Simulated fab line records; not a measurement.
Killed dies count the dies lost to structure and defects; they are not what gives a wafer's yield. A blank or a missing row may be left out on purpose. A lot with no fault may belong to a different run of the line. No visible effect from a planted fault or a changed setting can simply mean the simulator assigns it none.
Which tool is to blame? || flow sky130 || 39 wafers from 13 lots sampled at 4 of the route's 708 steps

## WHAT THE GAUGES READ, wafer by wafer
SKY_SONOS_TUNNEL_CD_MEAS_07 targets a cd of 410 nm.
{"lot": "L794", "measured": "day 11 00:21", "on": "cdSem-01", "cdNm (nm)": "407.6 409.2 410.3"}
{"lot": "L795", "measured": "day 11 06:28", "on": "cdSem-02", "cdNm (nm)": "408.9 410.5 410.9"}
{"lot": "L796", "measured": "day 11 15:18", "on": "cdSem-01", "cdNm (nm)": "406.5 408.8 409.1"}
{"lot": "L797", "measured": "day 12 13:04", "on": "cdSem-02", "cdNm (nm)": "410.6 411.9 413.1"}
{"lot": "L798", "measured": "day 12 19:05", "on": "cdSem-01", "cdNm (nm)": "407.8 406.6 408.0"}
{"lot": "L799", "measured": "day 12 20:44", "on": "cdSem-01", "cdNm (nm)": "409.4 412.7 411.5"}
{"lot": "L810", "measured": "day 16 15:02", "on": "cdSem-02", "cdNm (nm)": "412.3 411.6 412.3"}
{"lot": "L811", "measured": "day 16 19:17", "on": "cdSem-02", "cdNm (nm)": "412.1 410.4 411.0"}
{"lot": "L813", "measured": "day 18 03:18", "on": "cdSem-01", "cdNm (nm)": "411.4 412.1 411.8"}
{"lot": "L812", "measured": "day 18 05:16", "on": "cdSem-01", "cdNm (nm)": "405.8 407.6 405.4"}
{"lot": "L814", "measured": "day 18 07:32", "on": "cdSem-01", "cdNm (nm)": "410.6 409.8 409.5"}
{"lot": "L816", "measured": "day 18 21:34", "on": "cdSem-01", "cdNm (nm)": "410.5 410.8 412.5"}
{"lot": "L817", "measured": "day 19 12:18", "on": "cdSem-01", "cdNm (nm)": "408.3 409.3 409.7"}

SKY_POLY_GATE_CD_MEAS_13 targets a cd of 150 nm.
{"lot": "L794", "measured": "day 15 20:30", "on": "cdSem-01", "cdNm (nm)": "152.8 151.6 152.0"}
{"lot": "L795", "measured": "day 16 04:19", "on": "cdSem-02", "cdNm (nm)": "149.3 148.3 148.1"}
{"lot": "L796", "measured": "day 16 21:23", "on": "cdSem-01", "cdNm (nm)": "149.7 151.4 150.6"}
{"lot": "L797", "measured": "day 17 16:16", "on": "cdSem-02", "cdNm (nm)": "151.9 150.8 151.8"}
{"lot": "L798", "measured": "day 17 23:03", "on": "cdSem-01", "cdNm (nm)": "148.4 148.5 148.0"}
{"lot": "L799", "measured": "day 18 02:23", "on": "cdSem-02", "cdNm (nm)": "149.3 150.6 150.5"}
{"lot": "L810", "measured": "day 22 07:38", "on": "cdSem-01", "cdNm (nm)": "150.1 149.9 150.8"}
{"lot": "L811", "measured": "day 22 11:05", "on": "cdSem-01", "cdNm (nm)": "149.5 150.4 149.6"}
{"lot": "L813", "measured": "day 23 18:30", "on": "cdSem-01", "cdNm (nm)": "150.3 151.3 150.3"}
{"lot": "L812", "measured": "day 24 00:28", "on": "cdSem-02", "cdNm (nm)": "148.4 149.7 148.1"}
{"lot": "L814", "measured": "day 24 00:47", "on": "cdSem-01", "cdNm (nm)": "149.5 149.7 149.2"}
{"lot": "L816", "measured": "day 24 14:31", "on": "cdSem-02", "cdNm (nm)": "152.8 150.3 151.6"}
{"lot": "L817", "measured": "day 25 05:28", "on": "cdSem-01", "cdNm (nm)": "151.7 152.1 152.4"}

## WHICH TOOL RAN EACH LOT (tool, then ch and the chambers of the sampled wafers, then the start)
{"lot": "L794", "SKY_GATE_OXIDE_IMPLANT_11": "implanter-02 ch 0, day 13 09:29", "SKY_RES_PROTECT_STRIP_07": "plasmaAsher-01 ch 0,1, day 14 14:59"}
{"lot": "L795", "SKY_GATE_OXIDE_IMPLANT_11": "implanter-02 ch 0, day 13 16:27", "SKY_RES_PROTECT_STRIP_07": "plasmaAsher-02 ch 0,1, day 14 22:30"}
{"lot": "L796", "SKY_GATE_OXIDE_IMPLANT_11": "implanter-04 ch 0, day 14 04:13", "SKY_RES_PROTECT_STRIP_07": "plasmaAsher-03 ch 0,1, day 15 11:53"}
{"lot": "L797", "SKY_GATE_OXIDE_IMPLANT_11": "implanter-04 ch 0, day 15 00:14", "SKY_RES_PROTECT_STRIP_07": "plasmaAsher-03 ch 0,1, day 16 07:54"}
{"lot": "L798", "SKY_GATE_OXIDE_IMPLANT_11": "implanter-04 ch 0, day 15 08:25", "SKY_RES_PROTECT_STRIP_07": "plasmaAsher-02 ch 0,1, day 16 15:53"}
{"lot": "L799", "SKY_GATE_OXIDE_IMPLANT_11": "implanter-04 ch 0, day 15 08:52", "SKY_RES_PROTECT_STRIP_07": "plasmaAsher-01 ch 0,1, day 16 17:32"}
{"lot": "L810", "SKY_GATE_OXIDE_IMPLANT_11": "implanter-04 ch 0, day 19 13:02", "SKY_RES_PROTECT_STRIP_07": "plasmaAsher-03 ch 0,1, day 20 23:28"}
{"lot": "L811", "SKY_GATE_OXIDE_IMPLANT_11": "implanter-02 ch 0, day 19 15:58", "SKY_RES_PROTECT_STRIP_07": "plasmaAsher-02 ch 0,1, day 21 03:17"}
{"lot": "L813", "SKY_GATE_OXIDE_IMPLANT_11": "implanter-02 ch 0, day 21 00:00", "SKY_RES_PROTECT_STRIP_07": "plasmaAsher-03 ch 0,1, day 22 10:13"}
{"lot": "L812", "SKY_GATE_OXIDE_IMPLANT_11": "implanter-03 ch 0, day 21 04:33", "SKY_RES_PROTECT_STRIP_07": "plasmaAsher-02 ch 0, day 22 14:33"}
{"lot": "L814", "SKY_GATE_OXIDE_IMPLANT_11": "implanter-02 ch 0, day 21 06:16", "SKY_RES_PROTECT_STRIP_07": "plasmaAsher-03 ch 0,1, day 22 15:08"}
{"lot": "L816", "SKY_GATE_OXIDE_IMPLANT_11": "implanter-04 ch 0, day 21 19:53", "SKY_RES_PROTECT_STRIP_07": "plasmaAsher-03 ch 0,1, day 23 05:59"}
{"lot": "L817", "SKY_GATE_OXIDE_IMPLANT_11": "implanter-04 ch 0, day 22 07:35", "SKY_RES_PROTECT_STRIP_07": "plasmaAsher-03 ch 0,1, day 23 17:08"}
- SKY_GATE_OXIDE_IMPLANT_11
- SKY_RES_PROTECT_STRIP_07: strips in O2/N2.

## WHAT THE TOOLS THEMSELVES READ (means of the sampled wafers that have a number; where no wafer has one, the mark that the record gives instead)
SKY_GATE_OXIDE_IMPLANT_11.
{"lot": "L794", "tool": "implanter-02", "beamEnergyKeV": 10.000}
{"lot": "L795", "tool": "implanter-02", "beamEnergyKeV": 10.005}
{"lot": "L796", "tool": "implanter-04", "beamEnergyKeV": 9.998}
{"lot": "L797", "tool": "implanter-04", "beamEnergyKeV": 10.002}
{"lot": "L798", "tool": "implanter-04", "beamEnergyKeV": 10.791}
{"lot": "L799", "tool": "implanter-04", "beamEnergyKeV": 10.789}
{"lot": "L810", "tool": "implanter-04", "beamEnergyKeV": 10.000}
{"lot": "L811", "tool": "implanter-02", "beamEnergyKeV": 9.998}
{"lot": "L813", "tool": "implanter-02", "beamEnergyKeV": 9.999}
{"lot": "L812", "tool": "implanter-03", "beamEnergyKeV": 10.002}
{"lot": "L814", "tool": "implanter-02", "beamEnergyKeV": 9.999}
{"lot": "L816", "tool": "implanter-04", "beamEnergyKeV": 10.000}
{"lot": "L817", "tool": "implanter-04", "beamEnergyKeV": 10.002}

SKY_RES_PROTECT_STRIP_07.
{"lot": "L794", "tool": "plasmaAsher-01", "drypumpMotorCurrentA (A)": 6.0, "oesProductAu (a.u.)": 0.513, "stripTimeToEndpointS (s)": 23.25}
{"lot": "L795", "tool": "plasmaAsher-02", "drypumpMotorCurrentA (A)": 5.9, "oesProductAu (a.u.)": 0.520, "stripTimeToEndpointS (s)": 23.33}
{"lot": "L796", "tool": "plasmaAsher-03", "drypumpMotorCurrentA (A)": 5.7, "oesProductAu (a.u.)": 0.511, "stripTimeToEndpointS (s)": 23.30}
{"lot": "L797", "tool": "plasmaAsher-03", "drypumpMotorCurrentA (A)": 5.7, "oesProductAu (a.u.)": 0.513, "stripTimeToEndpointS (s)": 23.24}
{"lot": "L798", "tool": "plasmaAsher-02", "drypumpMotorCurrentA (A)": 5.9, "oesProductAu (a.u.)": 0.518, "stripTimeToEndpointS (s)": 23.36}
{"lot": "L799", "tool": "plasmaAsher-01", "drypumpMotorCurrentA (A)": 5.8, "oesProductAu (a.u.)": 0.521, "stripTimeToEndpointS (s)": 23.26}
{"lot": "L810", "tool": "plasmaAsher-03", "drypumpMotorCurrentA (A)": 5.4, "oesProductAu (a.u.)": 0.524, "stripTimeToEndpointS (s)": 23.26}
{"lot": "L811", "tool": "plasmaAsher-02", "drypumpMotorCurrentA (A)": 5.9, "oesProductAu (a.u.)": 0.517, "stripTimeToEndpointS (s)": 23.29}
{"lot": "L813", "tool": "plasmaAsher-03", "drypumpMotorCurrentA (A)": 5.7, "oesProductAu (a.u.)": 0.520, "stripTimeToEndpointS (s)": 23.30}
{"lot": "L812", "tool": "plasmaAsher-02", "drypumpMotorCurrentA (A)": 6.0, "oesProductAu (a.u.)": 0.515, "stripTimeToEndpointS (s)": 23.27}
{"lot": "L814", "tool": "plasmaAsher-03", "drypumpMotorCurrentA (A)": 5.4, "oesProductAu (a.u.)": 0.515, "stripTimeToEndpointS (s)": 23.32}
{"lot": "L816", "tool": "plasmaAsher-03", "drypumpMotorCurrentA (A)": 5.3, "oesProductAu (a.u.)": 0.515, "stripTimeToEndpointS (s)": 23.30}
{"lot": "L817", "tool": "plasmaAsher-03", "drypumpMotorCurrentA (A)": 5.7, "oesProductAu (a.u.)": 0.519, "stripTimeToEndpointS (s)": 23.28}

## THE ANSWER, worked out from the rows above alone
Rule: what is usual is taken from the lots themselves. The widest of any qualifying gaps counts: lots, ordered by their means at a reading, are off when they make up no more than a third of the lots, leave a main group of 4 or more, and stand apart from it by 3 or more times the standard deviation of that group's means. A main group whose means are all the same, to the digits that the tables above print for the reading, isn't used. Also off: a lot with no number at a reading for which 4 or more lots have one. Where the step has rows for the other lots, those lots are counted as sound. After the gauges, taken in route order, come the tools' own readings; for these a lot's mean is taken, as printed above. The first step at which some lot is off is used, and at that step the reading that is off furthest; a lot without a number counts as furthest.
Off at SKY_GATE_OXIDE_IMPLANT_11 (beamEnergyKeV): L798, L799. The main group has a mean of 10.000 with a standard deviation of 0.002.
A tool fits if, at that step or a process step before it, it ran every lot that is off, and no sound lot after the first of them. None of those tried fits.

## WHAT HAD BEEN PUT IN BY THE SIMULATOR
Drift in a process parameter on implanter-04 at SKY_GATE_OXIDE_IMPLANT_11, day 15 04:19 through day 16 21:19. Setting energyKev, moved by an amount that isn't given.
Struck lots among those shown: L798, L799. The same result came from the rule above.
